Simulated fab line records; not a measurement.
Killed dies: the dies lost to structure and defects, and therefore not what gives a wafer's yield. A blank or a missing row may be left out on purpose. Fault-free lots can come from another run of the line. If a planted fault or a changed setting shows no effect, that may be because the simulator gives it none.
fab line records + flow gf180mcu
record:
- lots: 15
- wafers: 45
- last_day: 35
route steps=602 shown CONTACT@310 M1@326
lots untouched by any fault: they come from a run of this same line in which no faults occurred
start_h: start of the lot's first displayed wafer, in hours after the record's first day + wait_h: hours since the lot's step before + " identical to the entry in the row above + L1.1+2: one row covering several wafers at once + - no value, or no start given + * or withheld: withheld + < > ~ a bound
route shown NAME@n: a module of which the file shows steps, and the number in the route of the first + usual: average and standard deviation across the fault-free wafers + same: alike in all rows + chamber/n: place in a boat + sites: the reading at each site + _std_site: the values' standard deviation + _edge_site: mean of outer sites minus mean of inner sites + radius_mm: how far each site lies from the wafer's centre + mask NAME#n: copy n + behind: the most recent tool/chamber to have shaped the wafer + hold: the reason the lot was held/the length of the hold in hours/how it ended + device: the transistor (n, p or np) that didn't switch + end of line: at the end of the route, the tests of the same wafers + for a step that has no rows: nothing shown but its recipe + killed: not the wafer's yield, but the dies lost to structure and defects at the first sort + map: per-die view of a wafer (x killed, . not killed, _ where there is no die)
set.NAME: the setting as run; set.NAME@STEP: as run at that earlier step + model.NAME: the simulator's own value behind a step, which no gauge read
steps of the route over a sample of lots; a table a step, a row a wafer
services: from which hour (start_h, from the record's first day; less than 0 if before it) a tool's chamber was out of use, for how many hours, and why
== steps ==
step: GF_CONTACT_SPUTTER_23
recipe:
- material: TiN
- target_thk_nm: 10
- chamber_pressure_pa: 5
- power_w: 4000
- time_s: 40
usual:
- throttle_valve_pct: 29.9/0.88
| lot.wafer | tool           | chamber | start_h | wait_h | throttle_valve_pct |
|-----------|----------------|---------|---------|--------|--------------------|
| L325.1    | pvd_sputter-04 | -       | 380.15  | 0.0    | 28.5               |
| L325.2    | "              | -       | "       | "      | 31.2               |
| L325.3    | "              | -       | "       | "      | 29.6               |
| L326.1    | pvd_sputter-03 | -       | 387.26  | 0.0    | 29.4               |
| L326.2    | "              | -       | "       | "      | 27.5               |
| L326.5    | "              | -       | "       | "      | 30.5               |
| L327.1    | pvd_sputter-01 | -       | 395.85  | 0.0    | 29.7               |
| L327.2    | "              | -       | "       | "      | 29.8               |
| L327.3    | "              | -       | "       | "      | 30.5               |
| L328.3    | pvd_sputter-03 | -       | 402.80  | 0.0    | 27.8               |
| L328.5    | "              | -       | "       | "      | 29.6               |
| L328.6    | "              | -       | "       | "      | 27.8               |
| L331.1    | pvd_sputter-01 | -       | 434.01  | 0.0    | 30.0               |
| L331.3    | "              | -       | "       | "      | 30.6               |
| L331.4    | "              | -       | "       | "      | 29.5               |
| L332.1    | pvd_sputter-04 | -       | 442.75  | 0.0    | 31.4               |
| L332.2    | "              | -       | "       | "      | 28.6               |
| L332.3    | "              | -       | "       | "      | 29.8               |
| L337.3    | pvd_sputter-04 | -       | 484.71  | 0.0    | 30.4               |
| L337.5    | "              | -       | "       | "      | 28.8               |
| L337.6    | "              | -       | "       | "      | 31.5               |
| L338.1    | pvd_sputter-04 | -       | 491.96  | 0.0    | 30.4               |
| L338.2    | "              | -       | "       | "      | 31.3               |
| L338.3    | "              | -       | "       | "      | 29.7               |
| L339.1    | pvd_sputter-01 | -       | 502.76  | 0.0    | 29.9               |
| L339.2    | "              | -       | "       | "      | 30.2               |
| L339.6    | "              | -       | "       | "      | 29.5               |
| L343.1    | pvd_sputter-04 | -       | 532.84  | 0.0    | 29.7               |
| L343.2    | "              | -       | "       | "      | 31.4               |
| L343.4    | "              | -       | "       | "      | 30.1               |
| L344.1    | pvd_sputter-04 | -       | 539.24  | 0.0    | 28.5               |
| L344.2    | "              | -       | "       | "      | 30.0               |
| L344.5    | "              | -       | "       | "      | 30.0               |
| L345.1    | pvd_sputter-04 | -       | 554.36  | 0.0    | 30.0               |
| L345.4    | "              | -       | "       | "      | 28.3               |
| L345.6    | "              | -       | "       | "      | 28.6               |
| L346.2    | pvd_sputter-03 | -       | 556.85  | 0.0    | 29.9               |
| L346.4    | "              | -       | "       | "      | 30.4               |
| L346.6    | "              | -       | "       | "      | 30.0               |
| L347.2    | pvd_sputter-01 | -       | 564.60  | 0.0    | 30.4               |
| L347.3    | "              | -       | "       | "      | 29.9               |
| L347.5    | "              | -       | "       | "      | 29.4               |
| L348.2    | pvd_sputter-04 | -       | 568.95  | 0.0    | 28.4               |
| L348.3    | "              | -       | "       | "      | 29.4               |
| L348.6    | "              | -       | "       | "      | 31.5               |
step: GF_CONTACT_RS_MEAS_25
recipe:
- thk_meas_gauge: four-point-probe
- reads: W_of_CONTACT_CVD_24+TiN_of_CONTACT_SPUTTER_23+Ti_of_CONTACT_SPUTTER_22
usual:
- CONTACT_W_RS: 0.384/0.0042
| lot.wafer | tool          | chamber | start_h | wait_h | CONTACT_W_RS[ohm/sq] |
|-----------|---------------|---------|---------|--------|----------------------|
| L325.1    | film_metro-01 | -       | 380.29  | 0.1    | 0.385                |
| L325.2    | "             | -       | "       | "      | 0.374                |
| L325.3    | "             | -       | "       | "      | 0.382                |
| L326.1    | film_metro-01 | -       | 387.40  | 0.1    | 0.375                |
| L326.2    | "             | -       | "       | "      | 0.379                |
| L326.5    | "             | -       | "       | "      | 0.385                |
| L327.1    | film_metro-02 | -       | 395.99  | 0.1    | 0.391                |
| L327.2    | "             | -       | "       | "      | 0.384                |
| L327.3    | "             | -       | "       | "      | 0.393                |
| L328.3    | film_metro-04 | -       | 402.98  | 0.1    | 0.379                |
| L328.5    | "             | -       | "       | "      | 0.380                |
| L328.6    | "             | -       | "       | "      | 0.378                |
| L331.1    | film_metro-02 | -       | 434.15  | 0.1    | 0.390                |
| L331.3    | "             | -       | "       | "      | 0.384                |
| L331.4    | "             | -       | "       | "      | 0.388                |
| L332.1    | film_metro-02 | -       | 442.89  | 0.1    | 0.385                |
| L332.2    | "             | -       | "       | "      | 0.386                |
| L332.3    | "             | -       | "       | "      | 0.388                |
| L337.3    | film_metro-01 | -       | 485.04  | 0.2    | 0.384                |
| L337.5    | "             | -       | "       | "      | 0.387                |
| L337.6    | "             | -       | "       | "      | 0.381                |
| L338.1    | film_metro-01 | -       | 492.10  | 0.1    | 0.381                |
| L338.2    | "             | -       | "       | "      | 0.380                |
| L338.3    | "             | -       | "       | "      | 0.383                |
| L339.1    | film_metro-01 | -       | 502.95  | 0.1    | 0.383                |
| L339.2    | "             | -       | "       | "      | 0.378                |
| L339.6    | "             | -       | "       | "      | 0.379                |
| L343.1    | film_metro-02 | -       | 533.08  | 0.2    | 0.384                |
| L343.2    | "             | -       | "       | "      | 0.385                |
| L343.4    | "             | -       | "       | "      | 0.387                |
| L344.1    | film_metro-01 | -       | 539.38  | 0.1    | 0.381                |
| L344.2    | "             | -       | "       | "      | 0.386                |
| L344.5    | "             | -       | "       | "      | 0.386                |
| L345.1    | film_metro-04 | -       | 554.50  | 0.1    | 0.385                |
| L345.4    | "             | -       | "       | "      | 0.384                |
| L345.6    | "             | -       | "       | "      | 0.384                |
| L346.2    | film_metro-01 | -       | 557.01  | 0.1    | 0.380                |
| L346.4    | "             | -       | "       | "      | 0.380                |
| L346.6    | "             | -       | "       | "      | 0.387                |
| L347.2    | film_metro-02 | -       | 564.76  | 0.1    | 0.388                |
| L347.3    | "             | -       | "       | "      | 0.391                |
| L347.5    | "             | -       | "       | "      | 0.395                |
| L348.2    | film_metro-02 | -       | 569.11  | 0.1    | 0.383                |
| L348.3    | "             | -       | "       | "      | 0.388                |
| L348.6    | "             | -       | "       | "      | 0.389                |
step: GF_M1_EXPOSE_11
recipe:
- mask_id: Metal1
- target_cd_nm: 230
- na: 0.68
- source_shape: conventional
- sigma_outer: 0.6
- dose_mj: 28
usual:
- exposure_dose_mJ_cm2: 28.12/0.19
- focus_offset_nm: -0.1/0.51
| lot.wafer | tool           | chamber | start_h | wait_h | mask     | exposure_dose_mJ_cm2 | focus_offset_nm |
|-----------|----------------|---------|---------|--------|----------|----------------------|-----------------|
| L325.1    | krf_scanner-01 | 0       | 392.40  | -      | Metal1#0 | 27.95                | 0.2             |
| L325.2    | "              | 0       | "       | "      | Metal1#0 | 27.94                | -0.7            |
| L325.3    | "              | 0       | "       | "      | Metal1#0 | 27.97                | 0.0             |
| L326.1    | krf_scanner-02 | 0       | 400.30  | -      | Metal1#0 | 28.33                | 0.0             |
| L326.2    | "              | 0       | "       | "      | Metal1#0 | 28.30                | 0.2             |
| L326.5    | "              | 0       | "       | "      | Metal1#0 | 28.34                | -0.3            |
| L327.1    | krf_scanner-01 | 0       | 408.59  | -      | Metal1#0 | 27.94                | -0.3            |
| L327.2    | "              | 0       | "       | "      | Metal1#0 | 27.98                | 0.1             |
| L327.3    | "              | 0       | "       | "      | Metal1#0 | 27.97                | 0.3             |
| L328.3    | krf_scanner-02 | 0       | 415.30  | -      | Metal1#0 | 28.38                | 0.2             |
| L328.5    | "              | 0       | "       | "      | Metal1#0 | 28.38                | -0.4            |
| L328.6    | "              | 0       | "       | "      | Metal1#0 | 28.32                | -0.5            |
| L331.1    | krf_scanner-02 | 0       | 447.57  | -      | Metal1#0 | 28.28                | -0.1            |
| L331.3    | "              | 0       | "       | "      | Metal1#0 | 28.32                | 0.0             |
| L331.4    | "              | 0       | "       | "      | Metal1#0 | 28.29                | -0.6            |
| L332.1    | krf_scanner-01 | 0       | 456.55  | -      | Metal1#0 | 27.97                | -0.7            |
| L332.2    | "              | 0       | "       | "      | Metal1#0 | 27.95                | 0.0             |
| L332.3    | "              | 0       | "       | "      | Metal1#0 | 27.96                | -0.4            |
| L337.3    | krf_scanner-01 | -       | 498.01  | -      | Metal1#0 | -                    | -               |
| L337.5    | "              | -       | "       | "      | Metal1#0 | -                    | -               |
| L337.6    | "              | -       | "       | "      | Metal1#0 | -                    | -               |
| L338.1    | krf_scanner-01 | -       | 505.38  | -      | Metal1#0 | -                    | -               |
| L338.2    | "              | -       | "       | "      | Metal1#0 | -                    | -               |
| L338.3    | "              | -       | "       | "      | Metal1#0 | -                    | -               |
| L339.1    | krf_scanner-01 | -       | 515.58  | -      | Metal1#0 | -                    | -               |
| L339.2    | "              | -       | "       | "      | Metal1#0 | -                    | -               |
| L339.6    | "              | -       | "       | "      | Metal1#0 | -                    | -               |
| L343.1    | krf_scanner-02 | 0       | 545.50  | -      | Metal1#0 | 28.33                | -0.8            |
| L343.2    | "              | 0       | "       | "      | Metal1#0 | 28.27                | -0.8            |
| L343.4    | "              | 0       | "       | "      | Metal1#0 | 28.34                | -0.4            |
| L344.1    | krf_scanner-02 | 0       | 551.93  | -      | Metal1#0 | 28.28                | -0.3            |
| L344.2    | "              | 0       | "       | "      | Metal1#0 | 28.31                | 0.3             |
| L344.5    | "              | 0       | "       | "      | Metal1#0 | 28.38                | -0.2            |
| L345.1    | krf_scanner-01 | 0       | 566.10  | -      | Metal1#0 | 27.97                | -0.3            |
| L345.4    | "              | 0       | "       | "      | Metal1#0 | 27.99                | -0.2            |
| L345.6    | "              | 0       | "       | "      | Metal1#0 | 27.97                | -0.1            |
| L346.2    | krf_scanner-02 | 0       | 568.52  | -      | Metal1#0 | 28.33                | -1.0            |
| L346.4    | "              | 0       | "       | "      | Metal1#0 | 28.32                | -0.8            |
| L346.6    | "              | 0       | "       | "      | Metal1#0 | 28.32                | -0.3            |
| L347.2    | krf_scanner-01 | 0       | 576.87  | -      | Metal1#0 | 28.00                | -0.3            |
| L347.3    | "              | 0       | "       | "      | Metal1#0 | 27.98                | 0.1             |
| L347.5    | "              | 0       | "       | "      | Metal1#0 | 27.96                | 0.7             |
| L348.2    | krf_scanner-02 | 0       | 581.46  | -      | Metal1#0 | 28.31                | -0.5            |
| L348.3    | "              | 0       | "       | "      | Metal1#0 | 28.31                | -0.5            |
| L348.6    | "              | 0       | "       | "      | Metal1#0 | 28.29                | -0.3            |
step: GF_M1_OVL_MEAS_15
usual:
- M1_OVL: 4/5.4
| lot.wafer | tool       | chamber | start_h | wait_h | M1_OVL[nm] |
|-----------|------------|---------|---------|--------|------------|
| L325.1    | overlay-02 | -       | 404.85  | 0.1    | 4          |
| L325.2    | "          | -       | "       | "      | 5          |
| L325.3    | "          | -       | "       | "      | 12         |
| L326.1    | overlay-02 | -       | 411.55  | 0.1    | 0          |
| L326.2    | "          | -       | "       | "      | 3          |
| L326.5    | "          | -       | "       | "      | 3          |
| L327.1    | overlay-02 | -       | 420.09  | 0.1    | 1          |
| L327.2    | "          | -       | "       | "      | 0          |
| L327.3    | "          | -       | "       | "      | 1          |
| L328.3    | overlay-02 | -       | 428.11  | 0.1    | 1          |
| L328.5    | "          | -       | "       | "      | 4          |
| L328.6    | "          | -       | "       | "      | 8          |
| L331.1    | overlay-02 | -       | 459.80  | 0.1    | 7          |
| L331.3    | "          | -       | "       | "      | -1         |
| L331.4    | "          | -       | "       | "      | 3          |
| L332.1    | overlay-02 | -       | 468.20  | 0.1    | 13         |
| L332.2    | "          | -       | "       | "      | 13         |
| L332.3    | "          | -       | "       | "      | 6          |
| L337.3    | overlay-02 | -       | 509.96  | 0.1    | -          |
| L337.5    | "          | -       | "       | "      | -          |
| L337.6    | "          | -       | "       | "      | -          |
| L338.1    | overlay-02 | -       | 517.00  | 0.1    | -          |
| L338.2    | "          | -       | "       | "      | -          |
| L338.3    | "          | -       | "       | "      | -          |
| L339.1    | overlay-02 | -       | 527.95  | 0.1    | -          |
| L339.2    | "          | -       | "       | "      | -          |
| L339.6    | "          | -       | "       | "      | -          |
| L343.1    | overlay-01 | -       | 556.94  | 0.1    | 6          |
| L343.2    | "          | -       | "       | "      | 12         |
| L343.4    | "          | -       | "       | "      | 3          |
| L344.1    | overlay-02 | -       | 563.15  | 0.1    | 11         |
| L344.2    | "          | -       | "       | "      | 8          |
| L344.5    | "          | -       | "       | "      | 13         |
| L345.1    | overlay-01 | -       | 577.00  | 0.1    | 4          |
| L345.4    | "          | -       | "       | "      | 4          |
| L345.6    | "          | -       | "       | "      | 8          |
| L346.2    | overlay-01 | -       | 579.91  | 0.1    | -11        |
| L346.4    | "          | -       | "       | "      | -15        |
| L346.6    | "          | -       | "       | "      | -12        |
| L347.2    | overlay-01 | -       | 587.30  | 0.1    | 0          |
| L347.3    | "          | -       | "       | "      | 2          |
| L347.5    | "          | -       | "       | "      | 0          |
| L348.2    | overlay-02 | -       | 592.21  | 0.1    | 12         |
| L348.3    | "          | -       | "       | "      | 5          |
| L348.6    | "          | -       | "       | "      | 3          |
== services ==
| tool           | chamber | start_h | hours | kind        |
|----------------|---------|---------|-------|-------------|
| krf_scanner-02 | -       | 356.38  | 6.2   | repair      |
| krf_scanner-01 | -       | 362.63  | 0.8   | pm          |
| krf_scanner-01 | -       | 363.43  | 1.3   | pm          |
| pvd_sputter-01 | -       | 376.18  | 1.0   | repair      |
| pvd_sputter-04 | -       | 378.74  | 0.8   | repair      |
| krf_scanner-01 | 0       | 402.34  | -     | calibration |
| krf_scanner-01 | -       | 406.60  | 1.0   | pm          |
| krf_scanner-02 | -       | 434.59  | 1.0   | pm          |
| krf_scanner-02 | -       | 444.71  | 1.3   | pm          |
| krf_scanner-02 | -       | 451.05  | 0.6   | repair      |
| pvd_sputter-04 | -       | 460.83  | 8.7   | repair      |
| pvd_sputter-04 | -       | 463.06  | 0.8   | repair      |
| krf_scanner-02 | 0       | 476.26  | -     | calibration |
| krf_scanner-02 | -       | 479.75  | 0.8   | pm          |
| krf_scanner-01 | -       | 527.33  | 0.8   | pm          |
| krf_scanner-02 | -       | 531.56  | 4.4   | pm          |
| krf_scanner-01 | -       | 539.33  | 1.3   | pm          |
| krf_scanner-01 | -       | 540.88  | 5.7   | repair      |
| krf_scanner-01 | 0       | 572.10  | -     | calibration |
| krf_scanner-01 | -       | 575.60  | 1.0   | pm          |
== key ==
first_sign:
- step: GF_M1_EXPOSE_11
- reading: tool_record
- direction: missing
effect none on later readings
met_at GF_M1_EXPOSE_11
struck_lots L337,L338,L339
later_rows_left_out L337.3,L337.5,L337.6,L338.1,L338.2,L338.3,L339.1,L339.2,L339.6
sort_left_out L337.3,L337.5,L337.6,L338.1,L338.2,L338.3,L339.1,L339.2,L339.6
not_acting_at GF_CONTACT_SPUTTER_23,GF_CONTACT_RS_MEAS_25,GF_M1_OVL_MEAS_15
onset_between 456.55 498.01
fault:
- kind: skipped_step_whole
- tool: krf_scanner-01
- chamber: -
- onset_h: 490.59
- steps: GF_M1_EXPOSE_11
- scope: struck_lots_only
sort_left_out: the simulated sort isn't trusted on such a fault, so these wafers' sort isn't shown, and their yield isn't known
later_rows_left_out: the simulator's readings of these wafers behind a module that went badly wrong aren't trusted and aren't shown, but for the sort
